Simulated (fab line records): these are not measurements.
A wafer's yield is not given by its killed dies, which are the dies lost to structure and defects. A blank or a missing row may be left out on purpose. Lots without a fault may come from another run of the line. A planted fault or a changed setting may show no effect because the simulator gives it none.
What tool caused it?	flow gf180mcu	14 lots with 42 wafers sampled at 4 steps, on a route of 602 steps

## WHAT THE GAUGES SHOWED, per wafer
GF_PASSIVATION_BOW_MEAS_14. Usual: PASSIVATION_BOW typically reads 137 um, with standard deviation 12.
lot	measured	on	PASSIVATION_BOW (um)	flag
L811	day 28 17:35	film metro-03	130 129 134	
L812	day 29 07:48	film metro-02	132 144 158	
L813	day 29 09:20	film metro-01	146 131 154	
L814	day 30 00:42	film metro-03	148 148 148	
L815	day 30 05:20	film metro-01	120 134 122	
L816	day 31 01:43	film metro-02	124 131 131	
L819	day 31 08:18	film metro-01	153 156 153	
L820	day 31 21:28	film metro-02	143 138 148	
L821	day 31 21:48	film metro-01	121 121 132	
L822	day 32 08:17	film metro-03	145 126 133	
L823	day 32 11:22	film metro-01	166 158 154	
L826	day 33 14:33	film metro-02	121 124 124	
L828	day 34 00:07	film metro-02	122 135 123	
L833	day 34 21:47	film metro-02	120 130 127	

## WHAT TOOL EACH LOT RAN ON (gives the tool, then ch and the chambers of the sampled wafers, and finally the start)
lot	GF_STI_STRIP_15	GF_MIM_SPUTTER_02	GF_MIM_SPUTTER_04
L811	plasma asher-03 ch 1, day 2 02:09	pvd sputter-01, day 24 04:38	pvd sputter-01, day 24 04:41
L812	plasma asher-04 ch 0, day 2 07:35	pvd sputter-02, day 24 17:38	pvd sputter-02, day 24 17:41
L813	plasma asher-02 ch 0,1, day 2 11:45	pvd sputter-03, day 24 18:59	pvd sputter-03, day 24 19:02
L814	plasma asher-03 ch 0,1, day 2 17:57	pvd sputter-02, day 25 13:53	pvd sputter-02, day 25 13:56
L815	plasma asher-04 ch 0,1, day 2 21:55	pvd sputter-01, day 25 17:43	pvd sputter-01, day 25 17:46
L816	plasma asher-03 ch 0,1, day 3 04:17	pvd sputter-01, day 26 18:29	pvd sputter-01, day 26 18:32
L819	plasma asher-04 ch 0, day 3 19:32	pvd sputter-03, day 27 04:08	pvd sputter-03, day 27 04:11
L820	plasma asher-03 ch 0,1, day 3 23:43	pvd sputter-01, day 27 18:19	pvd sputter-01, day 27 18:22
L821	plasma asher-02 ch 0,1, day 4 05:42	pvd sputter-02, day 27 18:37	pvd sputter-02, day 27 18:40
L822	plasma asher-03 ch 0,1, day 4 10:18	pvd sputter-02, day 28 06:28	pvd sputter-02, day 28 06:31
L823	plasma asher-04 ch 0, day 4 15:29	pvd sputter-02, day 28 10:27	pvd sputter-02, day 28 10:30
L826	plasma asher-04 ch 0,1, day 5 07:00	pvd sputter-02, day 29 16:38	pvd sputter-02, day 29 16:41
L828	plasma asher-04 ch 0,1, day 5 18:26	pvd sputter-01, day 30 04:47	pvd sputter-01, day 30 04:50
L833	plasma asher-02 ch 0,1, day 6 19:08	pvd sputter-03, day 31 07:44	pvd sputter-03, day 31 07:47
- GF_STI_STRIP_15: strips in O2/N2.
- GF_MIM_SPUTTER_02: material AlCu, target thk 450 nm, time 23.9 s.
- GF_MIM_SPUTTER_04: material TiN, target thk 50 nm, time 41.7 s.

## AS READ BY THE TOOLS THEMSELVES (means over the sampled wafers that have a number; for cases with no such wafer, the mark the record gives instead)
GF_STI_STRIP_15. Usual: drypump motor current A 5.52 A, standard deviation 0.28; heater power w 341 W, standard deviation 23; oes product au 0.382 a.u., standard deviation 0.005; strip time to endpoint s 3.69 s, standard deviation 0.046.
lot	tool	drypump motor current A (A)	heater power w (W)	oes product au (a.u.)	strip time to endpoint s (s)	flag
L811	plasma asher-03	5.89	392	0.381	3.68	
L812	plasma asher-04	5.37	310	0.384	3.68	
L813	plasma asher-02	5.67	348	0.381	3.68	
L814	plasma asher-03	5.64	348	0.381	3.65	
L815	plasma asher-04	5.44	331	0.386	3.65	
L816	plasma asher-03	5.65	351	0.381	3.72	
L819	plasma asher-04	5.39	316	0.378	3.70	
L820	plasma asher-03	5.76	364	0.380	3.69	
L821	plasma asher-02	5.37	346	0.383	3.70	
L822	plasma asher-03	5.76	368	0.385	3.72	
L823	plasma asher-04	5.39	314	0.381	3.67	
L826	plasma asher-04	5.41	332	0.383	3.73	
L828	plasma asher-04	5.39	329	0.384	3.69	
L833	plasma asher-02	5.38	345	0.383	3.71	

GF_MIM_SPUTTER_02. Usual: throttle valve pct reads 30.1 % (standard deviation 1.1).
lot	tool	throttle valve pct (%)	flag
L811	pvd sputter-01	30.3	
L812	pvd sputter-02	30.9	
L813	pvd sputter-03	29.1	
L814	pvd sputter-02	30.5	
L815	pvd sputter-01	30.4	
L816	pvd sputter-01	30.7	
L819	pvd sputter-03	29.6	
L820	pvd sputter-01	29.2	
L821	pvd sputter-02	30.4	
L822	pvd sputter-02	29.9	
L823	pvd sputter-02	30.1	
L826	pvd sputter-02	30.3	
L828	pvd sputter-01	30.3	
L833	pvd sputter-03	29.2	

GF_MIM_SPUTTER_04. Usual: throttle valve pct reads 30.0 % (standard deviation 1.1).
lot	tool	throttle valve pct (%)	flag
L811	pvd sputter-01	30.2	
L812	pvd sputter-02	30.7	
L813	pvd sputter-03	29.0	
L814	pvd sputter-02	30.4	
L815	pvd sputter-01	30.2	
L816	pvd sputter-01	30.5	
L819	pvd sputter-03	29.6	
L820	pvd sputter-01	29.1	
L821	pvd sputter-02	30.6	
L822	pvd sputter-02	29.7	
L823	pvd sputter-02	30.2	
L826	pvd sputter-02	30.1	
L828	pvd sputter-01	30.4	
L833	pvd sputter-03	28.9	

## THE ANSWER, worked out from the rows above alone
Rule: lot off if the mean of its wafers having a number is beyond 3 standard deviations from the usual mean. Also off: a lot with no number at a reading for which 4 or more lots have one. Any other lot the step has rows for is counted as sound. The gauges are gone through in route order, then the tools' own readings, and for those a lot's mean is taken as printed above. The first step at which some lot is off is used, and at that step the reading that is off furthest; a lot without a number counts as furthest.
Nothing can be told from this: no lot is off at any reading shown.

## WHAT HAD BEEN PUT IN BY THE SIMULATOR
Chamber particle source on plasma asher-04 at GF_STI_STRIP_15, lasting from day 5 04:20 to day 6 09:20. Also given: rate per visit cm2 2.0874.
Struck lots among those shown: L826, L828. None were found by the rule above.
